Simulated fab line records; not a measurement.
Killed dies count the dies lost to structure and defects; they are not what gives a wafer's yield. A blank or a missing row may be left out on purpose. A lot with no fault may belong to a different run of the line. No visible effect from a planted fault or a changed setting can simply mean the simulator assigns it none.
Lot-split experiment | flow sky130 | 5 lots, 23 wafers read, on a route of 708 steps

== ON THE SPLIT ==
At SKY_SONOS_ONO_DEVELOP_12 (develop time 60 s), the setting devTempC was moved away from the recipe's 23 C on 9 of the 23 wafers read, by -12.5% to +15.3%. All remaining wafers had this setting at the recipe value.

Between the split and the reading, the file records no step.

== THE READING ==
At SKY_SONOS_ONO_CD_MEAS_13: cdNm in nanometres, against a target cd of 410 nm. Typical for fault-free wafers on this fab line: 409.9 nm, with standard deviation 1.7 nm.

wafer  | tool, chamber at the split | devTempC as run, C | against the recipe | cdNm, nm | against lot-mates on the recipe
L077.1 | lithoTrack-03, 0           | 23                 | recipe             | 409.5    | -
L077.4 | lithoTrack-03, 0           | 23                 | recipe             | 408.9    | -
L077.5 | lithoTrack-03, 0           | 23                 | recipe             | 409.3    | -
L079.1 | lithoTrack-03, 0           | 23                 | recipe             | 411.2    | -
L079.2 | lithoTrack-03, 0           | 26.52              | +15.3%             | 424.5    | +12.6
L079.4 | lithoTrack-03, 0           | 26.52              | +15.3%             | 423.8    | +11.9
L079.5 | lithoTrack-03, 0           | 23                 | recipe             | 413.0    | -
L079.6 | lithoTrack-03, 0           | 23                 | recipe             | 411.5    | -
L082.1 | lithoTrack-03, 0           | 20.74              | -9.8%              | 403.1    | -6.2
L082.2 | lithoTrack-03, 0           | 23                 | recipe             | 409.7    | -
L082.4 | lithoTrack-03, 0           | 23                 | recipe             | 409.0    | -
L082.5 | lithoTrack-03, 0           | 20.74              | -9.8%              | 403.5    | -5.9
L082.6 | lithoTrack-03, 0           | 20.74              | -9.8%              | 402.7    | -6.7
L083.1 | lithoTrack-03, 0           | 23                 | recipe             | 411.1    | -
L083.2 | lithoTrack-03, 0           | 25.74              | +11.9%             | 415.6    | +6.5
L083.3 | lithoTrack-03, 0           | 23                 | recipe             | 408.9    | -
L083.4 | lithoTrack-03, 0           | 23                 | recipe             | 407.4    | -
L083.6 | lithoTrack-03, 0           | 25.74              | +11.9%             | 417.5    | +8.4
L085.1 | lithoTrack-03, 0           | 20.13              | -12.5%             | 398.8    | -9.6
L085.2 | lithoTrack-03, 0           | 23                 | recipe             | 408.4    | -
L085.4 | lithoTrack-03, 0           | 20.13              | -12.5%             | 400.4    | -8.0
L085.5 | lithoTrack-03, 0           | 23                 | recipe             | 409.1    | -
L085.6 | lithoTrack-03, 0           | 23                 | recipe             | 407.6    | -

FIT RESULTS
A straight line over all 23 wafers: cdNm changes by +0.777 nm for each +1% of devTempC; r = +0.96; the points scatter about the line by 1.7 nm.
The same after taking each lot's own level away (the mean of its wafers on the recipe; 23 wafers): +0.705 nm for each +1%; r = +0.98; scatter 1 nm.
According to that fit, moving devTempC by its largest amount changes the reading by 11 nm.
The lots' own levels span 408.37 to 411.90 nm, that is 2.1 times the standard deviation above.
Thus the slope moves with the lot-to-lot level: the two fits are different.
Check: for one of the wafers moved furthest among these (+15.3%), held out of the fit, the line's prediction against its lot-mates is +10.5 nm. Against them it came out at +12.6 nm.

== THE OTHER SPLITS THESE WAFERS WENT THROUGH ==
Before the reading, these wafers also passed through other splits. Each is held against what the fit with the lots' levels taken away leaves over:
other split on the same wafers     | wafers away from the commonest value | r with cdNm (lot level and that fit taken away)
SKY_SONOS_ONO_OXIDATION_00 oxTimeS | 15                                   | +0.26
SKY_SONOS_ONO_CVD_02 pressureMtorr | 15                                   | +0.01

== THE WHOLE CHAIN: every reading that the file lists as answering this split, in the file's order ==
step                     | what it does                                                       | reading                                                         | change (the file's fit)               | r (the file's)
SKY_SONOS_ONO_CD_MEAS_13 | target cd 410 nm                                                   | cdNm                                                            | +0.711 nm for each +1% of the setting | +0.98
SKY_SONOS_ONO_ETCH_15    | etches the open film in CHF3/O2, target depth 19.52 nm, time 7.8 s | SONOS_ONO.cdNm (the simulator's own value, which no gauge read) | +0.714 nm for each +1% of the setting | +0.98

== FILE'S OWN FIT ==
cdNm changes by +0.711 nm for each +1% of devTempC, r = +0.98.
